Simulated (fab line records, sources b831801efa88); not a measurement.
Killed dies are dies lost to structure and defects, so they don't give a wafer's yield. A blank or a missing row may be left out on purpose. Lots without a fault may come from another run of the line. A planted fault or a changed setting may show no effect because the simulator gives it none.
Which tool did it? | flow sky130 | 14 lots, 42 wafers sampled, at 2 steps of a route of 708

WHAT THE GAUGES READ, wafer by wafer
The record holds no reading of a measuring or inspecting step that can be judged against a usual standard deviation.

WHICH TOOL RAN EACH LOT (tool, then ch and the chambers of the sampled wafers, then the start)
lot  | SKY_PASSIVATION_CVD_02          | SKY_PAD_OPEN_PROBE_99
L766 | pecvd-03 ch 0,1,2, day 45 02:17 | prober-01, day 47 01:32
L767 | pecvd-02 ch 0,1,2, day 45 12:46 | prober-02, day 47 10:35
L768 | pecvd-04 ch 0,1,2, day 45 13:28 | prober-01, day 47 10:45
L769 | pecvd-02 ch 0,2, day 45 19:05   | prober-02, day 47 15:38
L771 | pecvd-03 ch 1,2, day 46 05:13   | prober-01, day 48 00:53
L779 | pecvd-03 ch 1,2, day 48 09:56   | prober-01, day 50 01:53
L780 | pecvd-02 ch 0,2, day 48 12:30   | prober-02, day 50 03:41
L781 | pecvd-02 ch 1,2, day 48 18:19   | prober-01, day 50 08:44
L783 | pecvd-02 ch 0,1,2, day 49 00:23 | prober-01, day 50 14:53
L784 | pecvd-03 ch 1, day 49 05:29     | prober-02, day 50 19:58
L786 | pecvd-02 ch 0,1,2, day 49 15:05 | prober-01, day 51 04:32
L787 | pecvd-02 ch 1,2, day 50 00:02   | prober-01, day 51 12:42
L788 | pecvd-03 ch 0,1,2, day 50 01:22 | prober-02, day 51 13:11
L789 | pecvd-04 ch 1,2, day 50 09:31   | prober-01, day 51 20:43
- SKY_PASSIVATION_CVD_02: deposits Si3N4, target thk 540 nm.
- SKY_PAD_OPEN_PROBE_99

WHAT THE TOOLS THEMSELVES READ (means of the sampled wafers that have a number; where no wafer has one, the mark that the record gives instead)
SKY_PASSIVATION_CVD_02.
lot  | tool     | heater_power_outer_w (W) | heater_power_w (W)
L766 | pecvd-03 | 342                      | 571
L767 | pecvd-02 | 447                      | 761
L768 | pecvd-04 | -                        | -
L769 | pecvd-02 | -                        | -
L771 | pecvd-03 | 401                      | 661
L779 | pecvd-03 | 318                      | 565
L780 | pecvd-02 | 426                      | 721
L781 | pecvd-02 | 386                      | 711
L783 | pecvd-02 | 435                      | 739
L784 | pecvd-03 | 409                      | 656
L786 | pecvd-02 | 392                      | 687
L787 | pecvd-02 | 365                      | 664
L788 | pecvd-03 | 397                      | 637
L789 | pecvd-04 | 434                      | 712

SKY_PAD_OPEN_PROBE_99.
lot  | tool      | defect_limited_yield (%) | killed_at_M0_to_M3 | killed_at_M4_up | killed_at_contacts | killed_at_front_end | killed_at_other | killed_dies | killed_open | killed_short | sort_bin_3_pad_short (%) | sort_bin_5_function (%) | sort_bin_6_memory (%) | sort_n_pass | sort_yield_pct (%)
L766 | prober-01 | 84.2                     | 43                 | 3.0             | 18                 | 13                  | 0.0             | 78          | 45          | 33           | 0.8                      | 9.4                     | 5.6                   | 414         | 84.2
L767 | prober-02 | 82.4                     | 38                 | 3.0             | 27                 | 18                  | 0.3             | 87          | 44          | 43           | 0.9                      | 11.2                    | 5.6                   | 405         | 82.4
L768 | prober-01 | 82.4                     | 40                 | 4.7             | 23                 | 19                  | 0.0             | 87          | 49          | 37           | 1.2                      | 10.4                    | 6.0                   | 405         | 82.4
L769 | prober-02 | 83.3                     | 42                 | 2.3             | 23                 | 15                  | 0.3             | 82          | 43          | 39           | 0.5                      | 9.8                     | 6.3                   | 410         | 83.3
L771 | prober-01 | 81.5                     | 43                 | 1.3             | 25                 | 21                  | 1.3             | 91          | 51          | 40           | 0.9                      | 11.3                    | 6.4                   | 401         | 81.5
L779 | prober-01 | 81.3                     | 46                 | 4.3             | 24                 | 17                  | 0.7             | 92          | 49          | 43           | 0.7                      | 10.8                    | 7.2                   | 400         | 81.3
L780 | prober-02 | 81.6                     | 42                 | 3.3             | 28                 | 17                  | 0.0             | 91          | 49          | 41           | 1.1                      | 10.8                    | 6.5                   | 401         | 81.6
L781 | prober-01 | 79.6                     | 48                 | 3.7             | 32                 | 16                  | 0.3             | 100         | 55          | 46           | 1.0                      | 12.3                    | 7.1                   | 392         | 79.6
L783 | prober-01 | 83.0                     | 43                 | 2.3             | 22                 | 16                  | 0.0             | 84          | 45          | 38           | 1.0                      | 10.0                    | 6.0                   | 408         | 83.0
L784 | prober-02 | 81.4                     | 46                 | 3.0             | 27                 | 14                  | 2.0             | 92          | 52          | 38           | 0.7                      | 11.7                    | 6.2                   | 400         | 81.4
L786 | prober-01 | 83.3                     | 36                 | 4.0             | 23                 | 19                  | 0.0             | 82          | 39          | 43           | 1.1                      | 9.2                     | 6.4                   | 410         | 83.3
L787 | prober-01 | 82.7                     | 44                 | 2.0             | 22                 | 15                  | 2.0             | 85          | 46          | 38           | 0.7                      | 10.5                    | 6.1                   | 407         | 82.7
L788 | prober-02 | 80.7                     | 45                 | 4.3             | 25                 | 20                  | 0.7             | 95          | 49          | 45           | 1.2                      | 10.3                    | 7.8                   | 397         | 80.7
L789 | prober-01 | 82.9                     | 47                 | 2.3             | 21                 | 13                  | 0.0             | 84          | 49          | 35           | 0.8                      | 10.3                    | 6.0                   | 408         | 82.9

THE ANSWER, worked out from the rows above alone
Rule: what is usual is taken from the lots themselves. Put in order of their means at a reading, lots are off if they are a third of the lots or fewer, leave a main group of 4 or more, and stand apart from it by a gap of 3 or more times the standard deviation of the main group's means; of several such gaps the widest counts. A main group whose means are all the same, to the digits that the tables above print for the reading, isn't used. A lot without any number at a reading at which 4 lots or more have one is off too. The other lots that the step has rows for count as sound. The gauges are gone through in route order, then the tools' own readings, and for those a lot's mean is taken as printed above. The first step at which some lot is off is used, and at that step the reading that is off furthest; a lot without a number counts as furthest.
Off: L768, L769, at SKY_PASSIVATION_CVD_02 (heater_power_outer_w). Without a number there: L768, L769. The main group: mean 396 W, standard deviation 37.
A tool fits if, at that step or a process step before it, it ran every lot that is off, and no sound lot after the first of them. None of those tried fits.

WHAT THE SIMULATOR HAD PUT IN
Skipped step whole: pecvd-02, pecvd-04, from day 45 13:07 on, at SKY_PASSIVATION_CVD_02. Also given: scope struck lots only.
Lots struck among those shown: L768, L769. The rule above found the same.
